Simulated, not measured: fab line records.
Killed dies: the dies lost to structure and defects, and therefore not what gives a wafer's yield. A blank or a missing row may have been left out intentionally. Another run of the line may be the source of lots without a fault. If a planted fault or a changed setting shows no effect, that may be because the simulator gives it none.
Chamber matching || flow sky130 || SKY_CAPM_CVD_00 on pecvd-01: 3 sister chambers
The step deposits SiO2, target thk 15.5 nm. 16 wafers are shown with their chamber, then 8 later ones without.

WAFERS PAIRED WITH THEIR CHAMBERS
{"wafer": "L079.2", "chamber": 2, "heaterPowerW (W)": 710}
{"wafer": "L079.3", "chamber": 1, "heaterPowerW (W)": 713}
{"wafer": "L079.4", "chamber": 1, "heaterPowerW (W)": 732}
{"wafer": "L080.1", "chamber": 0, "heaterPowerW (W)": 634}
{"wafer": "L080.3", "chamber": 1, "heaterPowerW (W)": 644}
{"wafer": "L080.5", "chamber": 2, "heaterPowerW (W)": 721}
{"wafer": "L085.1", "chamber": 0, "heaterPowerW (W)": 584}
{"wafer": "L085.4", "chamber": 0, "heaterPowerW (W)": 599}
{"wafer": "L085.6", "chamber": 1, "heaterPowerW (W)": 617}
{"wafer": "L086.4", "chamber": 0, "heaterPowerW (W)": 679}
{"wafer": "L086.5", "chamber": 0, "heaterPowerW (W)": 674}
{"wafer": "L086.6", "chamber": 1, "heaterPowerW (W)": 664}
{"wafer": "L089.3", "chamber": 1, "heaterPowerW (W)": 728}
{"wafer": "L089.4", "chamber": 1, "heaterPowerW (W)": 728}
{"wafer": "L089.6", "chamber": 0, "heaterPowerW (W)": 702}
{"wafer": "L091.4", "chamber": 2, "heaterPowerW (W)": 655}

SIGNATURES (averages over the wafers above)
{"reading": "heaterPowerW", "chamber 0": 645.33, "chamber 1": 689.43, "chamber 2": 695.33, "scatter within a chamber": 45.6}
Rule: a wafer's distance from a chamber is the root of the sum, over the readings, of the square of ((its reading less the chamber's mean) divided by the reading's scatter). The wafer belongs to the nearest chamber; if the next one is less than 2 further off, it can't be placed. The scatter: the root of (the sum of the squares of (reading less its chamber's mean) over the shown wafers, divided by (wafers less chambers)).

WAFERS MISSING THEIR CHAMBER
{"wafer": "L091.5", "heaterPowerW (W)": 707}
{"wafer": "L091.6", "heaterPowerW (W)": 664}
{"wafer": "L095.1", "heaterPowerW (W)": 688}
{"wafer": "L095.3", "heaterPowerW (W)": 656}
{"wafer": "L095.5", "heaterPowerW (W)": 639}
{"wafer": "L096.2", "heaterPowerW (W)": 739}
{"wafer": "L096.4", "heaterPowerW (W)": 681}
{"wafer": "L096.6", "heaterPowerW (W)": 737}

EACH ONE'S CHAMBER
{"wafer": "L091.5", "from the rows above": "can't be placed: 2 or 1 or 0", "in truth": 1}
{"wafer": "L091.6", "from the rows above": "can't be placed: 0 or 1 or 2", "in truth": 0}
{"wafer": "L095.1", "from the rows above": "can't be placed: 1 or 2 or 0", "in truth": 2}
{"wafer": "L095.3", "from the rows above": "can't be placed: 0 or 1 or 2", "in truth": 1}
{"wafer": "L095.5", "from the rows above": "can't be placed: 0 or 1 or 2", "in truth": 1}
{"wafer": "L096.2", "from the rows above": "can't be placed: 2 or 1 or 0", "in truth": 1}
{"wafer": "L096.4", "from the rows above": "can't be placed: 1 or 2 or 0", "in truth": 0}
{"wafer": "L096.6", "from the rows above": "can't be placed: 2 or 1 or 0", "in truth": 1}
Placed correctly: 0 of 8. Not placeable from these rows: 8 (in 8, the candidates include the true chamber). 0 placed wrongly.
